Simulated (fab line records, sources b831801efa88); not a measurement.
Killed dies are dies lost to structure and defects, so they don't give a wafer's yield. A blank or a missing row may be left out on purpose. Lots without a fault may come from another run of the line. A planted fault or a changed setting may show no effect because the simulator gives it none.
A struck lot beside a sound one | flow sfq_line | 14 steps out of a route of 325
Sound: wafers L637.1, L637.4, L637.6. Struck: wafers L648.1, L648.2, L648.4. The cause comes at the end.
At each step with rows: each side's tool, then ch and its chambers, then its first start. Under that, the readings that differ: sound wafers | struck wafers | difference of the means | sigmas: that difference in standard deviations of wafers without a fault.
alike: readings whose means differ by less than 2 such deviations, and words and numbers that are the same on both sides. not compared: withheld readings, readings that some wafer has no value for, bounds like >300 that may hide the same value, and numbers for which the record gives no deviation and whose values overlap.
The two part at a step that has a row with sigmas, a row that says differs or no value, or rows on one side only. Numbers that don't overlap but have no deviation are shown without sigmas and don't part them. A reading that every wafer of one side lacks parts them only if that side has two wafers or more.

SFQ_TRILAYER_I1_DEP_PECVD_045: deposits SiO2 from SiH4/N2O, time 111.11 s, target thk 500 nm.
  sound on pecvd-02 ch 1,2, day 14 15:24; struck on pecvd-01 ch 1,2, day 18 07:45
  alike: heater_power_w, throttle_valve_pct
SFQ_TRILAYER_I1_CMP_CMP_046: polishes SiO2.
  sound on cmp-01 ch 1,2, day 14 17:38; struck on cmp-01 ch 0,2,3, day 18 08:22
  alike: motor_current_A, time_to_endpoint_s
SFQ_I1_BOW_MEAS_912:
  sound on film_metro-04, day 14 20:38; struck on film_metro-04, day 18 11:22
  alike: I1_BOW
SFQ_TRILAYER_I1_METRO_MEASURE_047:
  sound on film_metro-04, day 14 20:45; struck on film_metro-04, day 18 11:29
  alike: thk_nm
then, 6 steps without rows for these wafers: SFQ_TRILAYER_I1_VIA_LITHO_COAT_054 (resist thk 62 nm); SFQ_TRILAYER_I1_VIA_LITHO_COAT_049 (resist thk 650 nm); SFQ_TRILAYER_I1_VIA_LITHO_SOFTBAKE_053; SFQ_TRILAYER_I1_VIA_LITHO_EXPOSE_050 (exposes mask I1, target cd 500 nm); SFQ_TRILAYER_I1_VIA_LITHO_PEB_052 (peb time 60 s); SFQ_TRILAYER_I1_VIA_LITHO_DEVELOP_051 (time 60 s).
-- the record jumps here: 5 days lie between the struck wafers' starts before and after --
SFQ_I1_OVL_MEAS_913:
  sound on overlay-02, day 19 06:08; struck on overlay-01, day 23 13:42
  reading     | sound      | struck | difference | sigmas
  I1_OVL (nm) | -5 -15 -14 | 7 7 1  | +16        | +3
SFQ_TRILAYER_I1_VIA_BARC_OPEN_VIA_ETCH_071: etches BARC in O2, target depth 125 nm, time 41.7 s.
  sound on rie_diel-03 ch 0,1, day 19 06:10; struck on rie_diel-02 ch 0,1,2, day 23 13:44
  alike: drypump_motor_current_A, oes_product_au, rf_fwd_power_W
  not compared: rf_hours_counter_h
SFQ_TRILAYER_I1_VIA_ETCH_VIA_ETCH_052: etches SiO2 in CHF3, stops on Nb, target depth 260 nm.
  sound on rie_diel-03 ch 0,1, day 19 06:12; struck on rie_diel-02 ch 0,1,2, day 23 13:47
  reading            | sound             | struck            | difference | sigmas
  rf_fwd_power_W (W) | 495.2 496.7 497.1 | 416.2 418.0 419.9 | -78.3      | -46
  alike: drypump_motor_current_A, oes_product_au
SFQ_TRILAYER_I1_VIA_STRIP_STRIP_053: strips in O2.
  sound on rie_metal-04 ch 0,1, day 19 06:19; struck on rie_metal-03 ch 0,1, day 23 13:53
  alike: drypump_motor_current_A, oes_product_au
  not compared: rf_hours_counter_h

WHERE THEY PART
First at SFQ_I1_OVL_MEAS_913; last, within this record, at SFQ_TRILAYER_I1_VIA_ETCH_VIA_ETCH_052. Later steps at which nothing parts them and some readings are alike: SFQ_TRILAYER_I1_VIA_STRIP_STRIP_053.

WHY: what the simulator had put in
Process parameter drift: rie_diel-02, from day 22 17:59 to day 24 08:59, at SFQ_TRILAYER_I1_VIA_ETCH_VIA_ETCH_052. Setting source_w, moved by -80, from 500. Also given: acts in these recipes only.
